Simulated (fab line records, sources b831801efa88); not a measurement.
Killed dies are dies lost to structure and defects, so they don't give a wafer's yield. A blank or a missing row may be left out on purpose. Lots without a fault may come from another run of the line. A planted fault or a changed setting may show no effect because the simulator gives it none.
One fault seen from 2 desks | flow gf180mcu | each desk has only its own numbers; what lay behind them comes last

THE TOOL OWNER'S DESK: litho_track-04
The tool's own readings at GF_TOP_METAL_COAT_09 (resist thk 1472 nm): means of the sampled wafers that have a number, for each lot that ran on this tool. A lot is out of limits, marked OUT, if its mean lies more than 4 standard deviations from the usual mean; the brackets give that distance.
Columns: A = chill_plate_temp_C at GF_TOP_METAL_COAT_09, usual 23.00 C; B = spin_speed_rpm at GF_TOP_METAL_COAT_09, usual 3000.3 rpm
lot  | first seen here | A     | B
L801 | day 28 04:07    | 22.90 | 2999.8
L806 | day 29 22:09    | 23.01 | 3045.6 (+24) OUT
This desk's finding: out of limits on L806; first on L806, day 29 22:09 (spin_speed_rpm at GF_TOP_METAL_COAT_09). In limits: L801.

THE METROLOGY DESK
What the gauges read, lot by lot, whatever tool the lot ran on: means of the sampled wafers that have a number. A lot is out of limits, marked OUT, if its mean lies more than 4 standard deviations from the usual mean; the brackets give that distance.
Columns: A = V5_W_RS at GF_V5_RS_MEAS_24, usual 0.327 ohm/sq; B = V5_W_THK at GF_V5_THK_MEAS_25, usual 351 nm; C = TOP_METAL_ALCU_RS at GF_TOP_METAL_RS_MEAS_05, usual 0.0326 ohm/sq; D = TOP_METAL_ALCU_THK at GF_TOP_METAL_THK_MEAS_06, usual 907 nm; E = cd_nm at GF_TOP_METAL_CD_MEAS_14, usual 439.6 nm
lot  | first seen here | A     | B   | C      | D   | E
L801 | day 27 17:10    | 0.325 | 351 | 0.0328 | 901 | 440.5
L806 | day 29 12:00    | 0.325 | 360 | 0.0329 | 903 | 443.2
L812 | day 31 04:28    | 0.329 | 348 | 0.0328 | 913 | 439.7
L814 | day 31 18:40    | 0.322 | 357 | 0.0326 | 917 | 438.7
L821 | day 33 09:36    | 0.329 | 346 | 0.0323 | 919 | 441.1
This desk's finding: nothing out of limits on any of the 5 lots.

PUT TOGETHER
The tool owner's desk could have raised an alarm at day 29 22:09, on L806.
The metrology desk saw nothing out of limits.
The metrology desk has L806 on record, within its limits.
Of the lots named, all ran GF_TOP_METAL_COAT_09 on litho_track-04.

WHAT THE SIMULATOR HAD PUT IN
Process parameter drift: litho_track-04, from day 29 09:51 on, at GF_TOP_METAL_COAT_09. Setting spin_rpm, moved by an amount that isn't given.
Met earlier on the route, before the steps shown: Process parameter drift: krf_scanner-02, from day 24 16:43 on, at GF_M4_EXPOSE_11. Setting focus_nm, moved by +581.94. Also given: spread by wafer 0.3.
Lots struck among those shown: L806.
Hours from the fault's start to each desk's first reading out of limits: the tool owner's desk, 12.
